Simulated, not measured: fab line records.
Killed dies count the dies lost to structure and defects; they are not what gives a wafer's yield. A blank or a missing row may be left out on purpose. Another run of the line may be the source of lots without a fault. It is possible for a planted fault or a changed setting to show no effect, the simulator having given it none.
What tool caused it?	flow sky130	Sampling: 7 lots, 21 wafers, 2 of 708 route steps

WHAT EACH GAUGE READ, for each wafer
SKY_VIA1_THK_MEAS_01.
lot	measured	on	VIA1_HDPCVD_THK (nm)
L774	day 34 03:13	film metro-02	1025 1035 1030
L775	day 34 09:11	film metro-01	1008 1013 1025
L777	day 35 01:56	film metro-01	1048 1056 1050
L782	day 36 15:28	film metro-01	1036 1027 1022
L785	day 37 10:37	film metro-04	1034 1033 1048
L787	day 37 22:51	film metro-01	1027 364 368
L790	day 38 20:02	film metro-04	1052 1029 1045

TOOL THAT RAN EACH LOT (tool first, then ch and the chambers of the sampled wafers, then the start)
lot	SKY_VIA1_HDPCVD_00
L774	hdpcvd-01 ch 1,2, day 34 03:05
L775	hdpcvd-01 ch 0,1,2, day 34 09:04
L777	hdpcvd-02 ch 0,1,2, day 35 01:50
L782	hdpcvd-01 ch 0,1,2, day 36 15:20
L785	hdpcvd-01 ch 0,1,2, day 37 10:31
L787	hdpcvd-02 ch 1,2, day 37 22:44
L790	hdpcvd-01 ch 0,1,2, day 38 19:55
- SKY_VIA1_HDPCVD_00: deposits SiO2, target thk 1030 nm, time 171.7 s.

THE ANSWER, worked out from the rows above alone
Rule: the usual values come from the lots themselves. The widest of any qualifying gaps counts: lots, ordered by their means at a reading, are off when they make up no more than a third of the lots, leave a main group of 4 or more, and stand apart from it by 3 or more times the standard deviation of that group's means. If all means in a main group match to the digits the tables above print for the reading, that group is not used. Also off: a lot with no number at a reading for which 4 or more lots have one. Where the step has rows for the other lots, those lots are counted as sound.
Off: L787, at SKY_VIA1_THK_MEAS_01 (VIA1_HDPCVD_THK). Main group: mean 1034 nm, sd 11.
If a tool, at a process step before that reading, ran all the lots that are off and no sound lot after the first of them, it fits. Those tools and the gauges at SKY_VIA1_THK_MEAS_01 are tried in the same way. 2 tools fit, hdpcvd-02 at SKY_VIA1_HDPCVD_00 and film metro-01 at SKY_VIA1_THK_MEAS_01, so this cannot tell which one it is.

WHAT THE SIMULATOR HAD INSERTED
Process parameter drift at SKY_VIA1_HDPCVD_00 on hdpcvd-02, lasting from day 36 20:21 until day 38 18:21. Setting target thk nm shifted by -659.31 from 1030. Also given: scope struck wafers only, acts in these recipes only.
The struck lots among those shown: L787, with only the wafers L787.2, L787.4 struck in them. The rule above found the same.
